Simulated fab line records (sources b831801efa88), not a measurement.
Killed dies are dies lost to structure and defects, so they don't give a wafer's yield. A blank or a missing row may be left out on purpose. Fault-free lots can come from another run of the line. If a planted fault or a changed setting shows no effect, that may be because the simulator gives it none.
Which tool did it? / flow gf180mcu / Sampling: 13 lots, 36 wafers, 5 of 602 route steps

== WHAT THE GAUGES SHOWED, per wafer ==
GF_POLY_GATE_CD_MEAS_10 targets a cd of 280 nm.
lot=L534; measured=day 9 04:58; on=cd sem-01; cd nm (nm)=278.0 278.0 278.2
lot=L536; measured=day 9 20:47; on=cd sem-02; cd nm (nm)=280.0 280.9 280.5
lot=L538; measured=day 10 09:50; on=cd sem-02; cd nm (nm)=280.0 281.3 279.3
lot=L539; measured=day 10 16:47; on=cd sem-01; cd nm (nm)=281.1 280.1 279.5
lot=L540; measured=day 10 23:14; on=cd sem-02; cd nm (nm)=281.8 281.4 280.7
lot=L541; measured=day 11 07:56; on=cd sem-01; cd nm (nm)=279.8 279.5 281.5
lot=L542; measured=day 11 15:59; on=cd sem-02; cd nm (nm)=279.9 280.0 281.1
lot=L546; measured=day 12 21:20; on=cd sem-02; cd nm (nm)=279.5 239.4 279.5 239.1
lot=L547; measured=day 13 00:59; on=cd sem-02; cd nm (nm)=240.1 241.5 239.9 241.4
lot=L548; measured=day 13 08:31; on=cd sem-01; cd nm (nm)=278.7 237.9 278.8 237.8
lot=L555; measured=day 15 16:45; on=cd sem-02; cd nm (nm)=279.5 279.2 280.5
lot=L556; measured=day 15 22:23; on=cd sem-02; cd nm (nm)=278.7 278.1 278.2
lot=L557; measured=day 16 10:13; on=cd sem-01; cd nm (nm)=279.8 280.0 280.1

GF_HV_LDD_OVL_MEAS_32.
lot=L534; measured=day 11 12:51; on=overlay-01; HV_LDD_02_OVL (nm)=0.9 0.4 0.2
lot=L536; measured=day 12 07:06; on=overlay-02; HV_LDD_02_OVL (nm)=-0.7 -2.7 -2.2
lot=L538; measured=day 13 01:26; on=overlay-01; HV_LDD_02_OVL (nm)=-0.9 -1.2 1.9
lot=L539; measured=day 13 06:10; on=overlay-01; HV_LDD_02_OVL (nm)=-1.2 -0.9 0.5
lot=L540; measured=day 13 12:10; on=overlay-02; HV_LDD_02_OVL (nm)=1.4 -0.1 0.5
lot=L541; measured=day 13 21:59; on=overlay-02; HV_LDD_02_OVL (nm)=1.8 -0.5 0.1
lot=L542; measured=day 14 06:35; on=overlay-02; HV_LDD_02_OVL (nm)=-0.2 -2.0 -1.6
lot=L546; measured=day 15 14:39; on=overlay-01; HV_LDD_02_OVL (nm)=2.4 3.2
lot=L547; measured=day 15 19:08; on=overlay-01; HV_LDD_02_OVL (nm)=0.9 0.1
lot=L548; measured=day 16 03:03; on=overlay-02; HV_LDD_02_OVL (nm)=-0.2 -1.5
lot=L555; measured=day 18 16:50; on=overlay-01; HV_LDD_02_OVL (nm)=0.2 1.7 0.0
lot=L556; measured=day 18 22:59; on=overlay-01; HV_LDD_02_OVL (nm)=-1.8 -0.8 0.2
lot=L557; measured=day 19 11:56; on=overlay-01; HV_LDD_02_OVL (nm)=0.5 0.8 2.6

== WHICH TOOL RAN EACH LOT (tool, then ch and the chambers of the sampled wafers, then the start) ==
lot=L534; GF_POLY_GATE_EXPOSE_07=krf scanner-02 ch 0, day 8 20:10; GF_POLY_GATE_ETCH_13=rie si-02 ch 0,1,2, day 9 05:09; GF_POLY_GATE_STRIP_14=plasma asher-03 ch 0,1, day 9 05:12
lot=L536; GF_POLY_GATE_EXPOSE_07=krf scanner-02 ch 0, day 9 12:31; GF_POLY_GATE_ETCH_13=rie si-02 ch 0,2,3, day 9 20:59; GF_POLY_GATE_STRIP_14=plasma asher-02 ch 1, day 9 21:02
lot=L538; GF_POLY_GATE_EXPOSE_07=krf scanner-02 ch 0, day 10 01:05; GF_POLY_GATE_ETCH_13=rie si-01 ch 2,3, day 10 10:02; GF_POLY_GATE_STRIP_14=plasma asher-02 ch 0,1, day 10 10:05
lot=L539; GF_POLY_GATE_EXPOSE_07=krf scanner-01 ch 0, day 10 08:02; GF_POLY_GATE_ETCH_13=rie si-01 ch 1,2, day 10 16:59; GF_POLY_GATE_STRIP_14=plasma asher-01 ch 0,1, day 10 17:02
lot=L540; GF_POLY_GATE_EXPOSE_07=krf scanner-02 ch 0, day 10 13:55; GF_POLY_GATE_ETCH_13=rie si-01 ch 0,2, day 10 23:25; GF_POLY_GATE_STRIP_14=plasma asher-01 ch 0,1, day 10 23:29
lot=L541; GF_POLY_GATE_EXPOSE_07=krf scanner-02 ch 0, day 10 23:02; GF_POLY_GATE_ETCH_13=rie si-02 ch 0,1, day 11 08:08; GF_POLY_GATE_STRIP_14=plasma asher-02 ch 0,1, day 11 08:11
lot=L542; GF_POLY_GATE_EXPOSE_07=krf scanner-01 ch 0, day 11 07:07; GF_POLY_GATE_ETCH_13=rie si-02 ch 1,2,3, day 11 16:11; GF_POLY_GATE_STRIP_14=plasma asher-02 ch 0,1, day 11 16:14
lot=L546; GF_POLY_GATE_EXPOSE_07=krf scanner-02 ch 0, day 12 11:45; GF_POLY_GATE_ETCH_13=rie si-02 ch 3, day 13 00:16; GF_POLY_GATE_STRIP_14=plasma asher-01 ch 0, day 13 00:20
lot=L547; GF_POLY_GATE_EXPOSE_07=krf scanner-02 ch 0, day 12 14:44; GF_POLY_GATE_ETCH_13=rie si-01 ch 1, day 13 04:06; GF_POLY_GATE_STRIP_14=plasma asher-02 ch 0,1, day 13 04:09
lot=L548; GF_POLY_GATE_EXPOSE_07=krf scanner-02 ch 0, day 12 23:10; GF_POLY_GATE_ETCH_13=rie si-02 ch 0,1, day 13 10:41; GF_POLY_GATE_STRIP_14=plasma asher-03 ch 0,1, day 13 10:44
lot=L555; GF_POLY_GATE_EXPOSE_07=krf scanner-02 ch 0, day 15 05:32; GF_POLY_GATE_ETCH_13=rie si-02 ch 1,2, day 15 16:55; GF_POLY_GATE_STRIP_14=plasma asher-02 ch 0,1, day 15 17:01
lot=L556; GF_POLY_GATE_EXPOSE_07=krf scanner-01 ch 0, day 15 13:31; GF_POLY_GATE_ETCH_13=rie si-02 ch 0,2, day 15 22:35; GF_POLY_GATE_STRIP_14=plasma asher-02 ch 0,1, day 15 22:39
lot=L557; GF_POLY_GATE_EXPOSE_07=krf scanner-01 ch 0, day 15 22:41; GF_POLY_GATE_ETCH_13=rie si-02 ch 0,1,3, day 16 10:25; GF_POLY_GATE_STRIP_14=plasma asher-02 ch 0,1, day 16 10:29
- GF_POLY_GATE_EXPOSE_07: exposes mask Poly2, target cd 280 nm.
- GF_POLY_GATE_ETCH_13: etches poly-Si in HBr/Cl2, stops on SiO2, target depth 198.5 nm, time 69.6 s.
- GF_POLY_GATE_STRIP_14: strips in O2/N2.

== AS READ BY THE TOOLS THEMSELVES (means over the sampled wafers that have a number; for cases with no such wafer, the mark the record gives instead) ==
GF_POLY_GATE_EXPOSE_07.
lot=L534; tool=krf scanner-02; exposure dose mJ cm2=27.99
lot=L536; tool=krf scanner-02; exposure dose mJ cm2=28.00
lot=L538; tool=krf scanner-02; exposure dose mJ cm2=27.99
lot=L539; tool=krf scanner-01; exposure dose mJ cm2=27.97
lot=L540; tool=krf scanner-02; exposure dose mJ cm2=27.94
lot=L541; tool=krf scanner-02; exposure dose mJ cm2=27.97
lot=L542; tool=krf scanner-01; exposure dose mJ cm2=28.03
lot=L546; tool=krf scanner-02; exposure dose mJ cm2=27.96
lot=L547; tool=krf scanner-02; exposure dose mJ cm2=27.99
lot=L548; tool=krf scanner-02; exposure dose mJ cm2=27.95
lot=L555; tool=krf scanner-02; exposure dose mJ cm2=28.03
lot=L556; tool=krf scanner-01; exposure dose mJ cm2=27.92
lot=L557; tool=krf scanner-01; exposure dose mJ cm2=27.97

GF_POLY_GATE_ETCH_13.
lot=L534; tool=rie si-02; drypump motor current A (A)=5.6; oes product au (a.u.)=0.988; throttle valve pct (%)=33.687
lot=L536; tool=rie si-02; drypump motor current A (A)=5.8; oes product au (a.u.)=0.980; throttle valve pct (%)=33.694
lot=L538; tool=rie si-01; drypump motor current A (A)=5.4; oes product au (a.u.)=0.983; throttle valve pct (%)=33.684
lot=L539; tool=rie si-01; drypump motor current A (A)=4.9; oes product au (a.u.)=0.992; throttle valve pct (%)=33.689
lot=L540; tool=rie si-01; drypump motor current A (A)=5.1; oes product au (a.u.)=0.979; throttle valve pct (%)=33.691
lot=L541; tool=rie si-02; drypump motor current A (A)=5.4; oes product au (a.u.)=0.986; throttle valve pct (%)=33.691
lot=L542; tool=rie si-02; drypump motor current A (A)=5.9; oes product au (a.u.)=0.983; throttle valve pct (%)=33.674
lot=L546; tool=rie si-02; drypump motor current A (A)=6.1; oes product au (a.u.)=0.983; throttle valve pct (%)=33.672
lot=L547; tool=rie si-01; drypump motor current A (A)=4.9; oes product au (a.u.)=0.985; throttle valve pct (%)=33.688
lot=L548; tool=rie si-02; drypump motor current A (A)=5.4; oes product au (a.u.)=0.987; throttle valve pct (%)=33.687
lot=L555; tool=rie si-02; drypump motor current A (A)=5.7; oes product au (a.u.)=0.993; throttle valve pct (%)=33.675
lot=L556; tool=rie si-02; drypump motor current A (A)=5.5; oes product au (a.u.)=0.982; throttle valve pct (%)=33.682
lot=L557; tool=rie si-02; drypump motor current A (A)=5.6; oes product au (a.u.)=0.991; throttle valve pct (%)=33.681

GF_POLY_GATE_STRIP_14.
lot=L534; tool=plasma asher-03; drypump motor current A (A)=5.3; heater power w (W)=328; oes product au (a.u.)=0.509
lot=L536; tool=plasma asher-02; drypump motor current A (A)=5.7; heater power w (W)=295; oes product au (a.u.)=0.503
lot=L538; tool=plasma asher-02; drypump motor current A (A)=6.1; heater power w (W)=312; oes product au (a.u.)=0.505
lot=L539; tool=plasma asher-01; drypump motor current A (A)=5.6; heater power w (W)=346; oes product au (a.u.)=0.506
lot=L540; tool=plasma asher-01; drypump motor current A (A)=6.0; heater power w (W)=345; oes product au (a.u.)=0.506
lot=L541; tool=plasma asher-02; drypump motor current A (A)=6.1; heater power w (W)=310; oes product au (a.u.)=0.504
lot=L542; tool=plasma asher-02; drypump motor current A (A)=5.9; heater power w (W)=303; oes product au (a.u.)=0.507
lot=L546; tool=plasma asher-01; drypump motor current A (A)=5.3; heater power w (W)=344; oes product au (a.u.)=0.512
lot=L547; tool=plasma asher-02; drypump motor current A (A)=6.0; heater power w (W)=307; oes product au (a.u.)=0.508
lot=L548; tool=plasma asher-03; drypump motor current A (A)=5.3; heater power w (W)=330; oes product au (a.u.)=0.506
lot=L555; tool=plasma asher-02; drypump motor current A (A)=6.1; heater power w (W)=307; oes product au (a.u.)=0.504
lot=L556; tool=plasma asher-02; drypump motor current A (A)=6.1; heater power w (W)=312; oes product au (a.u.)=0.504
lot=L557; tool=plasma asher-02; drypump motor current A (A)=5.9; heater power w (W)=306; oes product au (a.u.)=0.503

== THE ANSWER, worked out from the rows above alone ==
Rule: the usual values come from the lots themselves. Put in order of their means at a reading, lots are off if they are a third of the lots or fewer, leave a main group of 4 or more, and stand apart from it by a gap of 3 or more times the standard deviation of the main group's means; of several such gaps the widest counts. If all means in a main group match to the digits the tables above print for the reading, that group is not used. Also off: a lot with no number at a reading for which 4 or more lots have one. The other lots that the step has rows for count as sound. The gauges are gone through in route order, then the tools' own readings, and for those a lot's mean is taken as printed above. The first step at which some lot is off is used, and at that step the reading that is off furthest; a lot without a number counts as furthest.
Off at GF_POLY_GATE_CD_MEAS_10 (cd nm): L546, L547, L548. The main group: mean 279.9 nm, standard deviation 0.93.
If a tool, at a process step before that reading, ran all the lots that are off and no sound lot after the first of them, it fits. Gauges at GF_POLY_GATE_CD_MEAS_10: tried the same way as those tools. Of those tried, none fits.

== WHAT THE SIMULATOR HAD PUT IN ==
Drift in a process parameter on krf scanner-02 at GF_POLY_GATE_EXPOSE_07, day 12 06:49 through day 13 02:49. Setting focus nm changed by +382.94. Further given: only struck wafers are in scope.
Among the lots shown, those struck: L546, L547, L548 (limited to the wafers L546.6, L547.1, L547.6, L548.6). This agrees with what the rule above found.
